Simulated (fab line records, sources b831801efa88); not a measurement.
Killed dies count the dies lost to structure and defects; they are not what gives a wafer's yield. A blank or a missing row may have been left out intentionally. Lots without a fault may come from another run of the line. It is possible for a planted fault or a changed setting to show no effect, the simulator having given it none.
A lot that was struck, set against a sound lot | flow sfq-line | 18 out of 325 route steps
Sound: these wafers, L434.1, L434.5, L434.6. Wafers L430.1, L430.4, L430.5 were the ones struck. Last of all comes the cause.
Order at every step that has rows: each side's tool, ch and its chambers, its first start. Under that, the readings that differ: sound wafers | struck wafers | difference of the means | sigmas: that difference in standard deviations of wafers without a fault.
alike: a reading whose means differ by less than 2 such deviations, as well as words and numbers matching on both sides. not compared: withheld readings; readings where some wafer has no value; bounds like >300 that might hide an equal value; numbers whose values overlap and for which the record gives no deviation.
Wherever a step has rows on one side only, a row that says differs or no value, or a row with sigmas, the two part there. Numbers that don't overlap but have no deviation are shown without sigmas and don't part them. Lack of a reading on every wafer of one side parts them only where that side has two or more wafers.

SFQ_C5_OVL_MEAS_937:
  sound on overlay-02, day 64 11:46; struck on overlay-01, day 62 18:13
  alike: C5_OVL
SFQ_TRILAYER_C5_BARC_OPEN_VIA_ETCH_210: etches BARC in O2, target depth 125 nm, time 41.7 s.
  sound on rie-diel-04 ch 0,2,3, day 64 11:48; struck on rie-diel-02 ch 0,3, day 62 18:15
  alike: drypump-motor-current-A, oes-product-au
  not compared: rf-hours-counter-h
SFQ_TRILAYER_C5_ETCH_VIA_ETCH_154: etches SiO2 in CHF3, stops on Nb, target depth 84 nm.
  sound on rie-diel-04 ch 0,2,3, day 64 11:50; struck on rie-diel-02 ch 0,3, day 62 18:17
  alike: drypump-motor-current-A, oes-product-au
SFQ_TRILAYER_C5_STRIP_STRIP_155: strips in O2.
  sound on rie-metal-03 ch 0,1, day 64 11:53; struck on rie-metal-04 ch 0,1, day 62 18:20
  alike: drypump-motor-current-A, oes-product-au
  not compared: rf-hours-counter-h
then, 2 steps without rows for these wafers: SFQ_TRILAYER_C5_STRIP_SOLV_CLEAN_156 (cleans in NMP, time 600 s); SFQ_TRILAYER_M6_DEP_PRE_CLEAN_158 (time 22.5 s).
SFQ_TRILAYER_M6_DEP_SPUTTER_157: material Nb, target thk 200 nm, time 133.3 s.
  sound on pvd-sputter-04, day 64 12:41; struck on pvd-sputter-04, day 62 19:08
  alike: substrate-temp-c, throttle-valve-pct
SFQ_M6_RS_MEAS_938: measures by four-point-probe.
  sound on film-metro-01, day 64 12:47; struck on film-metro-03, day 62 19:14
  alike: M6_NB_RS
then, 3 steps without rows for these wafers: SFQ_TRILAYER_M6_LITHO_COAT_164 (resist thk 62 nm); SFQ_TRILAYER_M6_LITHO_COAT_159 (resist thk 609 nm); SFQ_TRILAYER_M6_LITHO_SOFTBAKE_163.
-- the record jumps here: 5 days lie between the struck wafers' starts before and after --
SFQ_TRILAYER_M6_LITHO_EXPOSE_160: exposes mask M6, target cd 500 nm.
  sound on krf-scanner-02 ch 0, day 69 12:41; struck on krf-scanner-01 ch 0, day 67 09:17
  reading              | sound                | struck               | difference | sigmas
  exposure-dose-mJ-cm2 | 14.385 14.380 14.392 | 14.666 14.679 14.654 | +0.281     | +22
  alike: mask, reticle-temp-C, stage-vel-mm-s
then, 2 steps without rows for these wafers: SFQ_TRILAYER_M6_LITHO_PEB_162 (peb time 60 s); SFQ_TRILAYER_M6_LITHO_DEVELOP_161 (time 60 s).
SFQ_M6_OVL_MEAS_940:
  sound on overlay-01, day 69 14:11; struck on overlay-01, day 67 10:47
  alike: M6_OVL
SFQ_TRILAYER_M6_BARC_OPEN_METAL_ETCH_206: etches BARC in O2, target depth 125 nm, time 41.7 s.
  sound on rie-metal-04 ch 0,1, day 69 14:14; struck on rie-metal-04 ch 0, day 67 10:50
  reading             | sound             | struck          | difference | sigmas
  model.M6.cd-nm (nm) | 499.1 499.8 499.3 | 496.8 496.7 498 | -2.2       |
  alike: drypump-motor-current-A, oes-product-au
  not compared: rf-hours-counter-h
SFQ_TRILAYER_M6_ETCH_METAL_ETCH_162: etches Nb in Cl2/Ar, stops on SiO2, target depth 240 nm, time 120 s.
  sound on rie-metal-04 ch 0,1, day 69 14:17; struck on rie-metal-04 ch 0, day 67 10:53
  reading             | sound             | struck          | difference | sigmas
  model.M6.cd-nm (nm) | 498.6 499.3 499.1 | 497.2 496.5 498 | -1.8       |
  alike: drypump-motor-current-A, oes-product-au
  not compared: rf-hours-counter-h
SFQ_TRILAYER_M6_STRIP_STRIP_163: strips in O2.
  sound on rie-metal-04 ch 0,1, day 69 14:25; struck on rie-metal-04 ch 0, day 67 11:01
  alike: drypump-motor-current-A, oes-product-au
  not compared: rf-hours-counter-h

== WHERE THEY PART ==
SFQ_TRILAYER_M6_LITHO_EXPOSE_160 only, going by this record. Later steps at which nothing parts them and some readings are alike: SFQ_M6_OVL_MEAS_940, SFQ_TRILAYER_M6_BARC_OPEN_METAL_ETCH_206, SFQ_TRILAYER_M6_ETCH_METAL_ETCH_162, SFQ_TRILAYER_M6_STRIP_STRIP_163.

WHY: what had been put in by the simulator
Drift in process parameters on krf-scanner-01 at SFQ_TRILAYER_M6_LITHO_EXPOSE_160, starting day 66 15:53. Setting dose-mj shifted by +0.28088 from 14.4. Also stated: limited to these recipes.
